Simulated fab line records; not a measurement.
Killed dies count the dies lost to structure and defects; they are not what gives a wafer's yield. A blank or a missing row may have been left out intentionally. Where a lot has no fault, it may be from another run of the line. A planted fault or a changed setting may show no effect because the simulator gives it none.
Chamber matching ; flow gf180mcu ; GF_V2_CVD_02 on pecvd-01 has 3 sister chambers
The step deposits SiO2 from TEOS, target thk 850 nm, time 94.851 s. 6 wafers are shown with their chamber, then 9 later ones without.

== WAFERS, EACH WITH ITS CHAMBER ==
wafer;chamber;heater-power-w (W)
L089.1;2;720
L089.2;0;586
L089.3;1;608
L089.4;1;674
L089.5;2;770
L089.6;0;649

== WAFERS WITHOUT THEIR CHAMBER ==
wafer;heater-power-w (W)
L091.1;738
L091.2;733
L091.3;779
L091.4;641
L091.5;582
L091.6;574
L096.2;701
L096.4;754
L096.5;659

== EACH ONE'S CHAMBER ==
wafer;from the rows above;in truth
L091.1;2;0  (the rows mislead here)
L091.2;can't be placed: 2 or 1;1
L091.3;2;2
L091.4;can't be placed: 1 or 0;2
L091.5;can't be placed: 0 or 1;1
L091.6;can't be placed: 0 or 1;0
L096.2;can't be placed: 2 or 1 or 0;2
L096.4;2;2
L096.5;can't be placed: 1 or 0 or 2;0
2 of 9 placed correctly. Unplaceable from these rows: 6, with the true chamber sitting among the candidates in 5. Placed wrongly: 1.
How it was worked out, from the rows above alone: a wafer's distance from a chamber is the root of the sum, over the readings, of the square of ((its reading less the chamber's mean) divided by the reading's scatter). If the next closest chamber is less than 2 further off than the closest, the wafer can't be placed; otherwise it belongs to the closest. Each chamber's mean is taken over the wafers shown for it. The scatter is the square root of a quotient: the sum, over the shown wafers, of each reading's squared deviation from its chamber's mean, divided by wafers minus chambers.
